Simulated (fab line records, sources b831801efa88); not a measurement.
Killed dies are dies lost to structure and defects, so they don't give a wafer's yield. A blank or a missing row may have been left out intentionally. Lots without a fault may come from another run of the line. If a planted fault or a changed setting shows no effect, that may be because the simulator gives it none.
Matching of chambers    flow sky130    4 sister chambers for SKY_VIA2_CMP_24 on cmp-01
The step polishes, stops on SiO2, t overpolish 20 s, target thk 0 nm. 8 wafers are shown with their chamber, then 8 later ones without.

== WAFERS, EACH WITH ITS CHAMBER ==
wafer   chamber  time_to_endpoint_s (s)  motor_current_A (A)
L082.5  3        102                     12.2
L082.6  0        111                     10.1
L083.2  3        106                     11.7
L083.4  2        99                      10.9
L087.2  2        94                      10.8
L087.3  1        106                     10.5
L087.5  0        114                     10.2
L088.3  1        108                     11.2

== WAFERS WITH NO CHAMBER GIVEN ==
wafer   time_to_endpoint_s (s)  motor_current_A (A)
L088.5  112                     10.4
L088.6  104                     12.1
L094.1  103                     12.3
L094.2  107                     11.2
L094.5  104                     11.3
L096.3  110                     11.2
L096.4  109                     10.3
L096.5  108                     11.2

== CHAMBER TAKEN BY EACH ==
wafer   from the rows above           in truth
L088.5  can't be placed: 0 or 1       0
L088.6  3                             3
L094.1  3                             3
L094.2  can't be placed: 1 or 3       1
L094.5  can't be placed: 1 or 3 or 2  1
L096.3  can't be placed: 1 or 3 or 0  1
L096.4  can't be placed: 0 or 1       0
L096.5  can't be placed: 1 or 3       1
Placed correctly: 2 of 8. From these rows, 6 cannot be placed; in 6 the true chamber is one of the candidates. Wrongly placed: 0.
How it was worked out, from the rows above alone: a wafer's distance from a chamber is the root of the sum, over the readings, of the square of ((its reading less the chamber's mean) divided by the reading's scatter). The wafer belongs to the nearest chamber; if the next one is less than 2 further off, it can't be placed. A chamber's mean is the mean of its shown wafers. How the scatter is found: for the shown wafers, subtract from each reading the mean of its chamber, square and add these, divide the total by (wafers less chambers), then take the root.
